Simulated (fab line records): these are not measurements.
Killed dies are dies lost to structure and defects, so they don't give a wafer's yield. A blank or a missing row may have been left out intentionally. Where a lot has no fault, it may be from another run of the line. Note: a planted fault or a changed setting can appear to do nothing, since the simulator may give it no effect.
The tool behind it: which one? / flow sky130 / 36 wafers sampled from 12 lots at 1 step of a route of 708

WHAT THE GAUGES SHOWED, per wafer
SKY_FIELD_ISO_CD_MEAS_13: target cd 150 nm. Usual: cd nm 149.8 nm, standard deviation 1.6.
lot=L488; measured=day 3 04:40; on=cd sem-01; cd nm (nm)=149.6 150.4 151.5; flag=
lot=L489; measured=day 3 09:20; on=cd sem-02; cd nm (nm)=148.6 149.7 150.5; flag=
lot=L491; measured=day 3 19:47; on=cd sem-02; cd nm (nm)=147.7 148.2 148.2; flag=
lot=L493; measured=day 4 03:55; on=cd sem-02; cd nm (nm)=147.9 148.8 148.2; flag=
lot=L494; measured=day 4 08:07; on=cd sem-02; cd nm (nm)=148.9 148.3 148.2; flag=
lot=L495; measured=day 4 15:28; on=cd sem-02; cd nm (nm)=149.8 150.0 150.4; flag=
lot=L496; measured=day 4 19:56; on=cd sem-01; cd nm (nm)=149.9 149.1 147.8; flag=
lot=L497; measured=day 5 01:17; on=cd sem-01; cd nm (nm)=153.0 152.0 152.6; flag=
lot=L498; measured=day 5 05:44; on=cd sem-01; cd nm (nm)=148.8 147.2 147.9; flag=
lot=L505; measured=day 6 18:52; on=cd sem-02; cd nm (nm)=150.6 150.6 149.3; flag=
lot=L506; measured=day 6 22:46; on=cd sem-01; cd nm (nm)=150.6 150.7 150.1; flag=
lot=L507; measured=day 7 04:01; on=cd sem-02; cd nm (nm)=146.9 148.0 147.2; flag=

TOOL THAT RAN EACH LOT (tool first, then ch and the chambers of the sampled wafers, then the start)
No process step before these readings appears in the record.

WHAT THE TOOLS THEMSELVES READ (means of the sampled wafers that have a number; where no wafer has one, the mark that the record gives instead)
The record holds no such reading with a usual standard deviation.

THE ANSWER, worked out from the rows above alone
Rule: a lot is off if the mean of its wafers that have a number lies more than 3 standard deviations from the usual mean. A lot without any number at a reading at which 4 lots or more have one is off too. Where the step has rows for the other lots, those lots are counted as sound. The gauges are gone through in route order, then the tools' own readings, and for those a lot's mean is taken as printed above. At the first step where some lot is off, the reading lying furthest off is the one used; lots without a number count as furthest.
No lot is off at any reading shown: from this, nothing can be told.

WHAT WAS PUT IN BY THE SIMULATOR
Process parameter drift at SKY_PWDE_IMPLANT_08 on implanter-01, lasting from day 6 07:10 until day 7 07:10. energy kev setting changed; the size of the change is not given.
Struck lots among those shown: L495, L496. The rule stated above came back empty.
